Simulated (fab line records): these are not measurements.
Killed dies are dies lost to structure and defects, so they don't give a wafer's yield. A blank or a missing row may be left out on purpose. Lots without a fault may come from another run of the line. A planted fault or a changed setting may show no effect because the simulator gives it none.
What tool caused it? -- flow sky130 -- 13 lots, 39 wafers sampled, at 3 steps of a route of 708

## WHAT THE GAUGES SHOWED, per wafer
SKY_SD_N_CD_MEAS_07 targets a cd of 380 nm. Usual: cdNm reads 380.2 nm (standard deviation 2.4).
lot,measured,on,cdNm (nm),flag
L875,day 27 21:26,cdSem-02,381.8 380.6 380.9,
L876,day 28 03:08,cdSem-01,377.3 375.3 374.6,
L879,day 28 23:03,cdSem-02,381.7 381.2 380.1,
L880,day 30 00:14,cdSem-01,378.9 377.4 380.9,
L882,day 30 11:52,cdSem-01,379.6 380.6 377.7,
L883,day 31 07:21,cdSem-01,381.3 380.5 383.2,
L885,day 31 20:27,cdSem-02,384.0 383.7 382.7,
L886,day 31 17:28,cdSem-02,376.2 378.3 379.8,
L884,day 31 20:32,cdSem-01,379.5 380.5 381.5,
L892,day 33 17:11,cdSem-01,379.5 376.3 376.6,
L893,day 33 21:04,cdSem-01,379.6 377.0 376.5,
L896,day 34 08:43,cdSem-02,380.2 381.1 380.3,
L897,day 35 02:53,cdSem-02,377.7 380.6 380.6,

SKY_LOCAL_INTERCONNECT_THK_MEAS_02: measures by xrf. Usual: for LOCAL_INTERCONNECT_TIN_THK the level is 98.5 nm and the standard deviation is 0.96.
lot,measured,on,LOCAL_INTERCONNECT_TIN_THK (nm),flag
L875,day 29 05:04,filmMetro-01,96.6 97.2 97.4,
L876,day 29 10:17,filmMetro-04,97.4 97.4 97.3,
L879,day 30 06:16,filmMetro-02,98.2 96.9 98.0,
L880,day 31 06:43,filmMetro-04,99.2 99.6 99.0,
L882,day 31 18:25,filmMetro-04,98.4 97.3 98.2,
L883,day 32 13:28,filmMetro-01,98.7 99.9 99.4,
L885,day 33 02:34,filmMetro-04,99.7 100.0 99.8,
L886,day 32 23:40,filmMetro-04,100.3 100.9 99.9,
L884,day 33 02:56,filmMetro-04,99.1 98.4 99.3,
L892,day 34 23:13,filmMetro-02,97.3 97.3 98.3,
L893,day 35 02:57,filmMetro-01,98.5 99.0 99.4,
L896,day 35 14:43,filmMetro-02,99.3 97.4 97.7,
L897,day 36 07:56,filmMetro-02,97.7 98.4 99.3,

## WHICH TOOL RAN EACH LOT (tool, then ch and the chambers of the sampled wafers, then the start)
lot,SKY_VT_ADJUST_HVTR_STRIP_10
L875,"plasmaAsher-04 ch 0,1, day 9 07:04"
L876,"plasmaAsher-04 ch 0,1, day 9 13:49"
L879,"plasmaAsher-02 ch 0,1, day 10 15:16"
L880,"plasmaAsher-03 ch 0,1, day 10 19:22"
L882,"plasmaAsher-02 ch 0,1, day 11 15:35"
L883,"plasmaAsher-02 ch 0, day 12 09:02"
L885,"plasmaAsher-02 ch 0,1, day 12 20:01"
L886,"plasmaAsher-04 ch 0,1, day 12 20:43"
L884,"plasmaAsher-02 ch 0,1, day 12 21:49"
L892,"plasmaAsher-04 ch 0,1, day 14 11:14"
L893,"plasmaAsher-04 ch 0,1, day 15 01:07"
L896,"plasmaAsher-04 ch 0,1, day 15 15:13"
L897,"plasmaAsher-02 ch 0,1, day 16 09:41"
- SKY_VT_ADJUST_HVTR_STRIP_10: strips in O2/N2.

## WHAT THE TOOLS THEMSELVES READ (means of the sampled wafers that have a number; where no wafer has one, the mark that the record gives instead)
SKY_VT_ADJUST_HVTR_STRIP_10. Usual: drypumpMotorCurrentA 5.4 A, standard deviation 0.45; oesProductAu 0.715 a.u., standard deviation 0.0044; stripTimeToEndpointS 14.16 s, standard deviation 0.034.
lot,tool,drypumpMotorCurrentA (A),oesProductAu (a.u.),stripTimeToEndpointS (s),flag
L875,plasmaAsher-04,5.6,0.718,14.16,
L876,plasmaAsher-04,5.3,0.714,14.17,
L879,plasmaAsher-02,4.9,0.717,14.18,
L880,plasmaAsher-03,5.9,0.715,14.12,
L882,plasmaAsher-02,5.0,0.715,14.12,
L883,plasmaAsher-02,5.0,0.714,14.11,
L885,plasmaAsher-02,5.0,0.739,13.62,OFF
L886,plasmaAsher-04,5.3,0.712,14.15,
L884,plasmaAsher-02,4.9,0.722,13.90,OFF
L892,plasmaAsher-04,5.6,0.716,14.15,
L893,plasmaAsher-04,5.3,0.715,14.15,
L896,plasmaAsher-04,5.3,0.720,14.21,
L897,plasmaAsher-02,5.0,0.715,14.12,

## THE ANSWER, worked out from the rows above alone
Rule: take the mean of a lot's wafers that have a number; if it is more than 3 standard deviations from the usual mean, the lot is off. Also off: a lot with no number at a reading for which 4 or more lots have one. Where the step has rows for the other lots, those lots are counted as sound. The gauges are gone through in route order, then the tools' own readings, and for those a lot's mean is taken as printed above. At the first step where some lot is off, the reading lying furthest off is the one used; lots without a number count as furthest.
Off: L885, L884, at SKY_VT_ADJUST_HVTR_STRIP_10 (stripTimeToEndpointS).
A tool fits if, at that step or a process step before it, it ran every lot that is off, and no sound lot after the first of them. Of those tried, none fits.

## WHAT HAD BEEN PUT IN BY THE SIMULATOR
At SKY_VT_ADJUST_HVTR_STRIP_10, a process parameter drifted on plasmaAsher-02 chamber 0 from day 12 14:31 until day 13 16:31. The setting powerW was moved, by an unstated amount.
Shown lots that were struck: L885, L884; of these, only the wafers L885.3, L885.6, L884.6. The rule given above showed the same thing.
